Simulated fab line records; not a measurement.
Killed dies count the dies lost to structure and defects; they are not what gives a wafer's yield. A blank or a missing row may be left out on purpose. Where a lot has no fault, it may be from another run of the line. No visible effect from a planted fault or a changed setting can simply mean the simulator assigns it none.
Which tool did it? :: flow sky130 :: Sampling: 13 lots, 39 wafers, 2 of 708 route steps

WHAT EACH GAUGE READ, for each wafer
SKY_FIELD_ISO_THK_MEAS_25. Usual: FIELD_ISO_CVD_24_THK gives 598 nm (standard deviation 6.4).
lot: L666
measured: day 2 18:01
on: film metro-04
FIELD_ISO_CVD_24_THK (nm): 605 602 595
flag: 

lot: L667
measured: day 3 01:10
on: film metro-04
FIELD_ISO_CVD_24_THK (nm): 596 598 605
flag: 

lot: L669
measured: day 3 08:03
on: film metro-04
FIELD_ISO_CVD_24_THK (nm): 608 600 600
flag: 

lot: L670
measured: day 3 13:59
on: film metro-04
FIELD_ISO_CVD_24_THK (nm): 592 589 589
flag: 

lot: L671
measured: day 3 22:11
on: film metro-04
FIELD_ISO_CVD_24_THK (nm): 600 607 597
flag: 

lot: L674
measured: day 4 11:11
on: film metro-01
FIELD_ISO_CVD_24_THK (nm): 602 613 604
flag: 

lot: L676
measured: day 4 21:16
on: film metro-03
FIELD_ISO_CVD_24_THK (nm): 598 607 611
flag: 

lot: L681
measured: day 6 00:02
on: film metro-03
FIELD_ISO_CVD_24_THK (nm): 591 605 609
flag: 

lot: L682
measured: day 6 03:11
on: film metro-04
FIELD_ISO_CVD_24_THK (nm): 588 604 594
flag: 

lot: L683
measured: day 6 12:14
on: film metro-01
FIELD_ISO_CVD_24_THK (nm): 592 604 601
flag: 

lot: L684
measured: day 6 19:56
on: film metro-03
FIELD_ISO_CVD_24_THK (nm): 614 607 599
flag: 

lot: L685
measured: day 7 00:16
on: film metro-01
FIELD_ISO_CVD_24_THK (nm): 596 592 600
flag: 

lot: L686
measured: day 7 06:04
on: film metro-04
FIELD_ISO_CVD_24_THK (nm): 595 584 596
flag: 

SKY_DNWELL_TW_MEAS_09. Usual: DNWELL_TW gives 1105 (standard deviation 11).
lot: L666
measured: day 3 17:27
on: film metro-01
DNWELL_TW: 1101 1101 1104
flag: 

lot: L667
measured: day 3 23:38
on: film metro-01
DNWELL_TW: 1095 1099 1102
flag: 

lot: L669
measured: day 4 05:48
on: film metro-03
DNWELL_TW: 1110 1115 1113
flag: 

lot: L670
measured: day 4 14:14
on: film metro-01
DNWELL_TW: 1111 1113 1119
flag: 

lot: L671
measured: day 4 19:46
on: film metro-03
DNWELL_TW: 1120 1109 1113
flag: 

lot: L674
measured: day 5 10:37
on: film metro-02
DNWELL_TW: 1092 1098 1096
flag: 

lot: L676
measured: day 5 19:48
on: film metro-01
DNWELL_TW: 1113 1111 1110
flag: 

lot: L681
measured: day 6 23:11
on: film metro-03
DNWELL_TW: 1108 1114 1108
flag: 

lot: L682
measured: day 7 03:14
on: film metro-03
DNWELL_TW: 1113 1111 1109
flag: 

lot: L683
measured: day 7 11:59
on: film metro-02
DNWELL_TW: 1096 1093 1099
flag: 

lot: L684
measured: day 7 18:53
on: film metro-02
DNWELL_TW: 1101 1086 1094
flag: 

lot: L685
measured: day 8 00:59
on: film metro-03
DNWELL_TW: 1123 1116 1114
flag: 

lot: L686
measured: day 8 08:35
on: film metro-02
DNWELL_TW: 1088 1081 1086
flag: 

TOOL THAT RAN EACH LOT (tool first, then ch and the chambers of the sampled wafers, then the start)
Record: no process step prior to these readings.

AS READ BY THE TOOLS THEMSELVES (means over the sampled wafers that have a number; for cases with no such wafer, the mark the record gives instead)
The record holds no such reading with a usual standard deviation.

THE ANSWER, worked out from the rows above alone
Rule: a lot is off if the mean of its wafers that have a number lies more than 3 standard deviations from the usual mean. A lot without any number at a reading at which 4 lots or more have one is off too. The other lots that the step has rows for count as sound. First the gauges in route order, then the tools' own readings, where a lot's mean is used as printed above. At the first step where some lot is off, the reading lying furthest off is the one used; lots without a number count as furthest.
No lot is off at any reading shown: from this, nothing can be told.

WHAT HAD BEEN PUT IN BY THE SIMULATOR
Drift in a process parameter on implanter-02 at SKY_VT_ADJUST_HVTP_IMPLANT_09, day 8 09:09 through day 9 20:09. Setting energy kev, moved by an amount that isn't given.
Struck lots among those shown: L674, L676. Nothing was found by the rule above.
